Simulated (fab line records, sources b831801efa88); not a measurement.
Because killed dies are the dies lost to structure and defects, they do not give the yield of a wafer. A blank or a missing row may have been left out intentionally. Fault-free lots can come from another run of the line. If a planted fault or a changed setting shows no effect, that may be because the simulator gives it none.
Struck lot and sound lot, side by side ; flow sky130 ; 37 out of 708 route steps
Sound: these wafers, L569.2, L569.3, L569.5. Struck: wafers L588.2, L588.4, L588.5. At the end, the cause is stated.
At each step with rows: each side's tool, then ch and its chambers, then its first start. Under that, the readings that differ: sound wafers ; struck wafers ; difference of the means ; sigmas: that difference in standard deviations of wafers without a fault.
alike: readings whose means differ by less than 2 such deviations, and words and numbers that are the same on both sides. not compared: withheld readings, readings that some wafer has no value for, bounds like >300 that may hide the same value, and numbers for which the record gives no deviation and whose values overlap.
The two part at a step that has a row with sigmas, a row that says differs or no value, or rows on one side only. Non-overlapping numbers with no deviation appear without sigmas and do not part them. A reading missing from all wafers of one side parts the sides only when that side holds two or more wafers.

first, 10 steps without rows for these wafers: SKY_LDD_LDN_SOFTBAKE_03 (time 60 s); SKY_LDD_LDN_EXPOSE_04 (exposes mask LDNTM, target cd 700 nm); SKY_LDD_LDN_PEB_05; SKY_LDD_LDN_DEVELOP_06 (develop time 60 s); SKY_LDD_LDN_IMPLANT_08; SKY_LDD_LDN_IMPLANT_09; SKY_LDD_LDN_IMPLANT_10; SKY_LDD_LDN_IMPLANT_11; SKY_LDD_LDN_STRIP_12 (strips in O2/N2); SKY_LDD_LDN_CLEAN_14 (cleans in SC1/SC2, time 150 s).
SKY_SPACER_CVD_00: deposits Si3N4 from DCS/NH3, target thk 43.1 nm, time 740 s.
  sound on lpcvd-02 ch 1, day 25 21:37; struck on lpcvd-02 ch 0, day 30 20:21
reading;sound;struck;difference;sigmas
model.Si3N4_of_SPACER_CVD_00.thkNm (nm);42.87 43.04 43;30.88 31 31.16;-11.96;
SKY_SPACER_THK_MEAS_01:
  struck on filmMetro-03, day 30 21:34; sound on filmMetro-04, day 25 22:49
reading;sound;struck;difference;sigmas
SPACER_CVD_00_THK (nm);42.9 43.1 43.0;30.8 31.0 31.2;-12.0;-27
SKY_SPACER_ETCHBACK_02: etches Si3N4 in CH3F/O2, stops on SiO2, time 46.7 s, target depth 45 nm.
  sound on rieDiel-01 ch 0,2, day 25 22:52; struck on rieDiel-02 ch 0,3, day 30 21:37
reading;sound;struck;difference;sigmas
oesProductAu (a.u.);0.859 0.850 0.845;0.719 0.722 0.725;-0.129;-22
model.etch.depthNm (nm);42.87 43.04 43;30.88 31 31.16;-11.96;
  alike: biasW, drypumpMotorCurrentA, throttleValvePct
  not compared: rfHoursCounterH
then, 22 steps without rows for these wafers: SKY_POLY_CUT_DEHYDRATE_00 (time 60 s); SKY_POLY_CUT_HMDS_01 (prime time 60 s); SKY_POLY_CUT_COAT_02 (resist thk 60 nm); SKY_POLY_CUT_COAT_03 (resist thk 450 nm); SKY_POLY_CUT_SOFTBAKE_04 (time 90 s); SKY_POLY_CUT_EXPOSE_05 (exposes mask NPCM, target cd 270 nm); SKY_POLY_CUT_PEB_06; SKY_POLY_CUT_DEVELOP_07 (develop time 60 s); SKY_POLY_CUT_ETCH_10 (etches BARC in N2/H2, stops on SiO2, time 45.9 s, target depth 60 nm); SKY_POLY_CUT_ETCH_11 (etches Si3N4 in CF4/CH2F2/Ar, stops on poly-Si, time 42.5 s, target depth 60 nm); SKY_POLY_CUT_STRIP_12 (strips in O2/N2); SKY_SD_P_DEHYDRATE_00 (time 60 s); SKY_SD_P_HMDS_01 (prime time 60 s); SKY_SD_P_COAT_02 (resist thk 1140 nm); SKY_SD_P_SOFTBAKE_03 (time 60 s); SKY_SD_P_EXPOSE_04 (exposes mask PSDM, target cd 380 nm); SKY_SD_P_PEB_05; SKY_SD_P_DEVELOP_06 (develop time 60 s); SKY_SD_P_IMPLANT_09; SKY_SD_P_STRIP_10 (strips in O2/N2); SKY_RES_XHIGH_DEHYDRATE_00 (time 60 s); SKY_RES_XHIGH_HMDS_01 (prime time 60 s).
-- the record jumps here: 5 days lie between the struck wafers' starts before and after (it left off in module RES_XHIGH and takes up again in module SALICIDE, whose first step shown is number 361 of the route) --
SKY_SALICIDE_CLEAN_00: cleans in HF-last, time 30 s.
  sound on wetBench-04 ch 0, day 30 16:21; struck on wetBench-01 ch 0, day 35 11:49
reading;sound;struck;difference;sigmas
model.Si3N4_of_SPACER_CVD_00.thkNm (nm);41.9 42.07 42.03;29.9 30.02 30.17;-12.0;
-- the record jumps here: 16 days lie between the struck wafers' starts before and after (it left off in module SALICIDE and takes up again in module PAD_OPEN, whose first step shown is number 708 of the route) --
SKY_PAD_OPEN_PROBE_99:
  struck on prober-02, day 51 02:04; sound on prober-02, day 47 20:13
reading;sound;struck;difference;sigmas
model.etest.pfet_01v8.rOnOhmUm;2847 2864 2940;2622 2610 2571;-283;
model.etest.nfetG5v0d10v5.rOnOhmUm;1878 1869 1876;1827 1819 1808;-56;
model.etest.sonosUncharged.rOnOhmUm;785 795.7 805.4;755.7 753.2 750.2;-42.3;
model.etest.resPdiff.lineOhmUm;1304 1302 1302;1344 1333 1344;+38;
model.etest.pfet_01v8.driveUaUm;196.7 193.1 187.1;215.1 216.5 220.6;+25.1;
model.etest.sramPfetLatch.driveUaUm;148.1 144.9 144.9;165 164.8 163.9;+19;
  alike: killed_at_M0_to_M3, killed_at_M4_up, killedAtContacts, killedAtFrontEnd, killedAtOther, killedDies, killedOpen, killedShort
  not compared: model.etest.pfetG5v0d10v5.rOnOhmUm, model.etest.nfet_01v8_lvt.driveUaUm

== WHERE THEY PART ==
At SKY_SPACER_THK_MEAS_01 first; at SKY_SPACER_ETCHBACK_02 last (within this record only). Later steps at which nothing parts them and some readings are alike: SKY_PAD_OPEN_PROBE_99.

WHY: the cause the simulator had injected
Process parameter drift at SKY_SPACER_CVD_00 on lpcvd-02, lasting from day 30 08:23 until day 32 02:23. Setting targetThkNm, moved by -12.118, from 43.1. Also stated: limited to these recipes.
